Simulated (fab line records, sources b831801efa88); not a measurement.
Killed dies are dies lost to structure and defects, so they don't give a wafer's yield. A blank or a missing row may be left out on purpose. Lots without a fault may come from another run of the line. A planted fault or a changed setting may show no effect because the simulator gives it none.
A struck lot beside a sound one | flow sky130 | 16 steps out of a route of 708
Sound: wafers L192.1, L192.4, L192.6. Struck: wafers L194.1, L194.2, L194.3. The cause comes at the end.
At each step with rows: each side's tool, then ch and its chambers, then its first start. Under that, the readings that differ: sound wafers | struck wafers | difference of the means | sigmas: that difference in standard deviations of wafers without a fault.
alike: readings whose means differ by less than 2 such deviations, and words and numbers that are the same on both sides. not compared: withheld readings, readings that some wafer has no value for, bounds like >300 that may hide the same value, and numbers for which the record gives no deviation and whose values overlap.
The two part at a step that has a row with sigmas, a row that says differs or no value, or rows on one side only. Numbers that don't overlap but have no deviation are shown without sigmas and don't part them. A reading that every wafer of one side lacks parts them only if that side has two wafers or more.

first, 2 steps without rows for these wafers: SKY_METAL4_PEB_11; SKY_METAL4_DEVELOP_12 (develop time 60 s).
SKY_METAL4_CD_MEAS_13: target cd 300 nm.
  sound on cd_sem-01, day 46 01:43; struck on cd_sem-01, day 46 13:02
  reading    | sound             | struck            | difference | sigmas
  cd_nm (nm) | 299.6 300.7 301.0 | 298.2 297.3 297.1 | -2.9       | -2
SKY_METAL4_OVL_MEAS_14:
  sound on overlay-01, day 46 01:50; struck on overlay-02, day 46 13:09
  alike: METAL4_OVL
SKY_METAL4_DESCUM_15: chemistry O2, time 8 s.
  sound on rie_metal-02 ch 0,1, day 46 01:52; struck on rie_metal-01 ch 0,1, day 46 13:11
  alike: chamber_pressure_mTorr, drypump_motor_current_A, oes_product_au, rf_fwd_power_W
  not compared: rf_hours_counter_h
SKY_METAL4_ETCH_16: etches BARC in N2/H2, stops on SiO2, time 88.2 s, target depth 60 nm.
  sound on rie_metal-02 ch 0,1, day 46 01:53; struck on rie_metal-01 ch 0,1, day 46 13:13
  alike: chamber_pressure_mTorr, drypump_motor_current_A, n2_flow_sccm, oes_product_au, rf_fwd_power_W, throttle_valve_pct
  not compared: rf_hours_counter_h
SKY_METAL4_ETCH_17: etches SiO2 in C4F8/O2/Ar, stops on TiN, time 3.9 s, target depth 15 nm.
  sound on rie_diel-02 ch 1,2, day 46 01:59; struck on rie_diel-02 ch 0,1,3, day 46 13:19
  alike: chamber_pressure_mTorr, oes_product_au, rf_fwd_power_W
  not compared: rf_hours_counter_h
then, 1 step without rows for these wafers: SKY_METAL4_METAL_ETCH_18 (etches the open film in Cl2/BCl3, stops on SiO2, target depth 845 nm, time 183.1 s).
SKY_METAL4_STRIP_19: strips in O2/N2.
  sound on plasma_asher-03 ch 1, day 46 02:11; struck on plasma_asher-02 ch 0,1, day 46 13:31
  alike: chamber_pressure_mTorr, drypump_motor_current_A, n2_flow_sccm, oes_product_au, strip_time_to_endpoint_s
  not compared: rf_hours_counter_h
then, 3 steps without rows for these wafers: SKY_METAL4_STRIP_20 (strips in post etch residue remover, time 1200 s); SKY_METAL4_CLEAN_21 (cleans in IPA, time 180 s); SKY_METAL4_CLEAN_22 (cleans in O3/DIW).
SKY_VIA4_HDPCVD_00: deposits SiO2, target thk 1750 nm, time 291.7 s.
  sound on hdpcvd-02 ch 0,1, day 46 02:47; struck on hdpcvd-01 ch 0,1,2, day 46 14:08
  reading                                  | sound             | struck            | difference | sigmas
  sih4_flow_sccm (sccm)                    | 60.13 59.80 59.85 | 90.12 89.83 90.04 | +30.07     | +99 or more
  model.SiO2_of_VIA4_HDPCVD_00.thk_nm (nm) | 1770 1750 1755    | 2626 2625 2606    | +861       |
SKY_VIA4_THK_MEAS_01:
  sound on film_metro-02, day 46 02:58; struck on film_metro-03, day 46 14:19
  reading              | sound          | struck         | difference | sigmas
  VIA4_HDPCVD_THK (nm) | 1769 1750 1755 | 2625 2624 2606 | +860       | +54
SKY_VIA4_CMP_02: polishes SiO2.
  sound on cmp-02 ch 0,1, day 46 03:17; struck on cmp-01 ch 1,2,3, day 46 14:31
  alike: motor_current_A, retaining_ring_pressure_frac
-- the record jumps here: 3 days lie between the struck wafers' starts before and after (it left off in module VIA4 and takes up again in module PAD_OPEN, whose first step shown is number 708 of the route) --
SKY_PAD_OPEN_PROBE_99:
  sound on prober-01, day 49 12:46; struck on prober-01, day 49 22:34
  alike: defect_limited_yield, killed_at_M0_to_M3, killed_at_M4_up, killed_at_contacts, killed_at_front_end, killed_at_other, killed_dies, killed_open, killed_short, sort_bin_3_pad_short, sort_bin_5_function, sort_bin_6_memory, sort_n_pass, sort_yield_pct

WHERE THEY PART
First at SKY_METAL4_CD_MEAS_13; last, within this record, at SKY_VIA4_THK_MEAS_01. Later steps at which nothing parts them and some readings are alike: SKY_VIA4_CMP_02, SKY_PAD_OPEN_PROBE_99.

WHY: what the simulator had put in
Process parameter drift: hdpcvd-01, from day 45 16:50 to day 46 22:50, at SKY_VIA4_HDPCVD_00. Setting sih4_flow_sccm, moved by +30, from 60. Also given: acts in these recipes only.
